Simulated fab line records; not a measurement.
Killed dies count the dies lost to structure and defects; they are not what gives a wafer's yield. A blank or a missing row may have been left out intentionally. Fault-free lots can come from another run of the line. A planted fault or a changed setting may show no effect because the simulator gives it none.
Which tool did it?	flow sky130	11 lots, 33 wafers sampled, at 4 steps of a route of 708

== WHAT THE GAUGES SHOWED, per wafer ==
SKY_LDD_P_CD_MEAS_07 targets a cd of 380 nm.
lot	measured	on	cd_nm (nm)
L935	day 19 11:57	cd_sem-02	382.8 384.5 383.2
L937	day 19 20:01	cd_sem-01	380.3 378.3 379.7
L938	day 20 14:49	cd_sem-02	380.6 379.4 376.8
L939	day 20 17:33	cd_sem-02	374.8 376.7 376.5
L946	day 23 09:04	cd_sem-01	- - -
L948	day 24 05:16	cd_sem-01	376.5 378.7 376.9
L950	day 24 17:22	cd_sem-02	379.3 376.8 381.0
L952	day 25 09:06	cd_sem-02	384.8 383.8 384.4
L953	day 25 22:39	cd_sem-02	382.0 381.9 381.9
L956	day 26 15:13	cd_sem-01	382.2 382.0 381.6
L958	day 27 08:22	cd_sem-02	376.5 378.8 375.9

== TOOL THAT RAN EACH LOT (tool first, then ch and the chambers of the sampled wafers, then the start) ==
lot	SKY_DNWELL_STRIP_08	SKY_VT_ADJUST_PCH_STRIP_09	SKY_LDD_P_EXPOSE_04
L935	plasma_asher-03 ch 0,1, day 3 09:16	plasma_asher-01 ch 0,1, day 10 17:34	iline_stepper-01 ch 0, day 18 21:26
L937	plasma_asher-01 ch 0,1, day 3 14:55	plasma_asher-02 ch 0,1, day 11 01:59	iline_stepper-02 ch 0, day 19 04:29
L938	plasma_asher-03 ch 0,1, day 3 20:54	plasma_asher-02 ch 0,1, day 11 13:14	iline_stepper-02 ch 0, day 19 23:28
L939	plasma_asher-03 ch 0,1, day 4 03:19	plasma_asher-01 ch 0,1, day 11 18:34	iline_stepper-01 ch 0, day 20 02:34
L946	plasma_asher-03 ch 0,1, day 5 14:25	plasma_asher-02 ch 0,1, day 13 21:53	iline_stepper-01 ch 0, day 22 18:25
L948	plasma_asher-03 ch 0,1, day 6 02:34	plasma_asher-01 ch 0,1, day 14 16:25	iline_stepper-01 ch 0, day 23 14:07
L950	plasma_asher-04 ch 0,1, day 6 11:58	plasma_asher-02 ch 0,1, day 15 03:50	iline_stepper-01 ch 0, day 24 03:05
L952	plasma_asher-03 ch 0,1, day 6 23:36	plasma_asher-03 ch 0,1, day 15 21:10	iline_stepper-02 ch 0, day 24 18:22
L953	plasma_asher-04 ch 0,1, day 7 06:49	plasma_asher-02 ch 0,1, day 16 05:10	iline_stepper-01 ch 0, day 25 08:16
L956	plasma_asher-04 ch 0,1, day 7 20:00	plasma_asher-03 ch 0,1, day 17 02:59	iline_stepper-01 ch 0, day 26 01:05
L958	plasma_asher-04 ch 0,1, day 8 08:13	plasma_asher-03 ch 0,1, day 17 20:46	iline_stepper-01 ch 0, day 26 18:14
- SKY_DNWELL_STRIP_08: strips in O2/N2.
- SKY_VT_ADJUST_PCH_STRIP_09: strips in O2/N2.
- SKY_LDD_P_EXPOSE_04: exposes mask PSDM, target cd 380 nm.

== THE ANSWER, worked out from the rows above alone ==
Rule: the usual values come from the lots themselves. The widest of any qualifying gaps counts: lots, ordered by their means at a reading, are off when they make up no more than a third of the lots, leave a main group of 4 or more, and stand apart from it by 3 or more times the standard deviation of that group's means. The tables above print the reading to a certain number of digits; a main group whose means all agree to those digits is not used. A lot without any number at a reading at which 4 lots or more have one is off too. Any other lot the step has rows for is counted as sound.
Off: L946 (SKY_LDD_P_CD_MEAS_07, cd_nm). Without a number there: L946. For the main group the mean is 380.0 nm and the standard deviation 2.7.
A tool fits if, at a process step before that reading, it ran every lot that is off, and no sound lot after the first of them. Those tools and the gauges at SKY_LDD_P_CD_MEAS_07 are tried in the same way. Of those tried, none fits.

== WHAT THE SIMULATOR HAD INSERTED ==
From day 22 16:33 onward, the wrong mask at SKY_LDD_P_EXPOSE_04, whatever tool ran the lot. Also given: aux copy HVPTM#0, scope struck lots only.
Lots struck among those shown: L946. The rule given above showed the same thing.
